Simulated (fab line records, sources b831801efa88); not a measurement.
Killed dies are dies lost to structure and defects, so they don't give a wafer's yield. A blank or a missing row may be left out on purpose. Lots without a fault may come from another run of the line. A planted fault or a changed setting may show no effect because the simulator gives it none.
Chamber matching | flow gf180mcu | GF_V5_CMP_04 on cmp-01: 4 sister chambers
The step polishes SiO2. 16 wafers are shown with their chamber, then 8 later ones without.

WAFERS WITH THEIR CHAMBER
wafer  | chamber | motor_current_A (A)
L456.2 | 0       | 12.0
L456.3 | 3       | 14.3
L456.5 | 0       | 12.1
L457.3 | 2       | 11.1
L457.4 | 0       | 12.4
L457.5 | 0       | 11.6
L458.3 | 1       | 12.0
L458.4 | 3       | 14.8
L458.6 | 0       | 11.7
L460.1 | 3       | 14.6
L460.2 | 2       | 12.4
L460.4 | 0       | 11.8
L462.1 | 2       | 11.3
L462.2 | 3       | 13.8
L462.6 | 3       | 13.7
L464.1 | 0       | 11.8

SIGNATURES (means of the wafers above)
reading         | chamber 0 | chamber 1 | chamber 2 | chamber 3 | scatter within a chamber
motor_current_A | 11.914    | 12.000    | 11.600    | 14.240    | 0.444
Rule: a wafer's distance from a chamber is the root of the sum, over the readings, of the square of ((its reading less the chamber's mean) divided by the reading's scatter). The wafer belongs to the nearest chamber; if the next one is less than 2 further off, it can't be placed. The scatter: the root of (the sum of the squares of (reading less its chamber's mean) over the shown wafers, divided by (wafers less chambers)).

WAFERS WITHOUT THEIR CHAMBER
wafer  | motor_current_A (A)
L464.2 | 11.4
L464.4 | 11.6
L473.2 | 11.4
L473.4 | 14.9
L473.6 | 11.7
L475.1 | 11.2
L475.4 | 12.6
L475.5 | 11.8

WHICH CHAMBER EACH WENT THROUGH
wafer  | from the rows above          | in truth
L464.2 | can't be placed: 2 or 0 or 1 | 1
L464.4 | can't be placed: 2 or 0 or 1 | 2
L473.2 | can't be placed: 2 or 0 or 1 | 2
L473.4 | 3                            | 3
L473.6 | can't be placed: 2 or 0 or 1 | 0
L475.1 | can't be placed: 2 or 0 or 1 | 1
L475.4 | can't be placed: 1 or 0 or 2 | 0
L475.5 | can't be placed: 0 or 1 or 2 | 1
Placed correctly: 1 of 8. Can't be placed from these rows: 7 (the true chamber is among the candidates in 7). Placed wrongly: 0.
